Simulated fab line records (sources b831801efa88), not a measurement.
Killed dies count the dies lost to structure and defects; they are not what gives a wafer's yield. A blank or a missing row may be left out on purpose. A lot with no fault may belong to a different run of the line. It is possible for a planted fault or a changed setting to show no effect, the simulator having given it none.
Matching of chambers + flow sky130 + 4 sister chambers for SKY_FIELD_ISO_ETCH_17 on rie_si-01
The step etches Si in HBr/Cl2/O2, target depth 342 nm, time 97.7 s. 30 wafers are shown with their chamber, then 12 later ones without.

## WAFERS WITH THEIR CHAMBER
| wafer  | chamber | drypump_motor_current_A (A) | rf_fwd_power_W (W) | throttle_valve_pct (%) |
|--------|---------|-----------------------------|--------------------|------------------------|
| L075.1 | 3       | 6.2                         | 598.5              | 25.651                 |
| L075.2 | 0       | 5.2                         | 595.1              | 25.656                 |
| L075.5 | 0       | 5.2                         | 593.4              | 25.659                 |
| L079.3 | 1       | 4.9                         | 597.0              | 25.643                 |
| L079.4 | 0       | 5.2                         | 594.6              | 25.658                 |
| L079.6 | 3       | 6.2                         | 599.5              | 25.669                 |
| L081.1 | 3       | 6.2                         | 597.8              | 25.663                 |
| L081.4 | 1       | 4.8                         | 597.2              | 25.660                 |
| L081.6 | 3       | 6.2                         | 596.0              | 25.653                 |
| L082.2 | 1       | 4.9                         | 594.7              | 25.649                 |
| L082.3 | 2       | 4.7                         | 597.6              | 25.649                 |
| L082.5 | 3       | 6.2                         | 594.7              | 25.665                 |
| L083.1 | 2       | 4.7                         | 595.5              | 25.672                 |
| L083.2 | 0       | 5.2                         | 591.2              | 25.653                 |
| L083.6 | 1       | 4.9                         | 597.9              | 25.645                 |
| L084.3 | 3       | 6.2                         | 600.5              | 25.681                 |
| L084.5 | 3       | 6.2                         | 600.9              | 25.667                 |
| L084.6 | 2       | 4.7                         | 597.5              | 25.659                 |
| L085.2 | 2       | 4.7                         | 594.3              | 25.655                 |
| L085.4 | 0       | 5.2                         | 591.7              | 25.669                 |
| L085.5 | 2       | 4.7                         | 595.4              | 25.646                 |
| L088.1 | 2       | 4.7                         | 597.2              | 25.656                 |
| L088.2 | 3       | 6.2                         | 598.9              | 25.665                 |
| L088.5 | 0       | 5.2                         | 592.0              | 25.645                 |
| L090.4 | 2       | 4.7                         | 597.2              | 25.651                 |
| L090.5 | 1       | 4.9                         | 598.1              | 25.666                 |
| L090.6 | 0       | 5.2                         | 591.7              | 25.657                 |
| L093.2 | 0       | 5.2                         | 590.3              | 25.660                 |
| L093.4 | 3       | 6.2                         | 598.0              | 25.660                 |
| L093.6 | 2       | 4.7                         | 601.0              | 25.665                 |

SIGNATURES (means of the wafers above)
| reading                 | chamber 0 | chamber 1 | chamber 2 | chamber 3 | scatter within a chamber |
|-------------------------|-----------|-----------|-----------|-----------|--------------------------|
| drypump_motor_current_A | 5.200     | 4.880     | 4.700     | 6.200     | 0.0175                   |
| rf_fwd_power_W          | 592.500   | 596.980   | 596.962   | 598.311   | 1.84                     |
| throttle_valve_pct      | 25.65713  | 25.65260  | 25.65662  | 25.66378  | 0.00847                  |
Rule: for each reading, subtract the chamber's mean from the wafer's reading, divide by that reading's scatter and square the result; add these up over the readings and take the root, which gives the wafer's distance from the chamber. The wafer belongs to the nearest chamber; if the next one is less than 2 further off, it can't be placed. The scatter is the square root of a quotient: the sum, over the shown wafers, of each reading's squared deviation from its chamber's mean, divided by wafers minus chambers.

## WAFERS MISSING THEIR CHAMBER
| wafer  | drypump_motor_current_A (A) | rf_fwd_power_W (W) | throttle_valve_pct (%) |
|--------|-----------------------------|--------------------|------------------------|
| L094.2 | 4.8                         | 598.2              | 25.654                 |
| L094.5 | 4.9                         | 600.6              | 25.657                 |
| L094.6 | 6.2                         | 595.9              | 25.663                 |
| L095.1 | 6.2                         | 595.6              | 25.651                 |
| L095.4 | 6.2                         | 594.7              | 25.672                 |
| L095.5 | 4.9                         | 597.0              | 25.670                 |
| L096.3 | 6.2                         | 597.8              | 25.667                 |
| L096.4 | 4.9                         | 597.4              | 25.635                 |
| L096.6 | 4.7                         | 594.6              | 25.664                 |
| L097.1 | 4.7                         | 591.9              | 25.653                 |
| L097.4 | 6.2                         | 600.7              | 25.648                 |
| L097.5 | 4.7                         | 593.9              | 25.657                 |

## EACH ONE'S CHAMBER
| wafer  | from the rows above     | in truth |
|--------|-------------------------|----------|
| L094.2 | can't be placed: 1 or 2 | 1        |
| L094.5 | 1                       | 1        |
| L094.6 | 3                       | 3        |
| L095.1 | 3                       | 3        |
| L095.4 | 3                       | 3        |
| L095.5 | 1                       | 1        |
| L096.3 | 3                       | 3        |
| L096.4 | 1                       | 1        |
| L096.6 | 2                       | 2        |
| L097.1 | 2                       | 2        |
| L097.4 | 3                       | 3        |
| L097.5 | 2                       | 2        |
11 of 12 placed correctly. Not placeable from these rows: 1 (in 1, the candidates include the true chamber). Placed wrongly: 0.
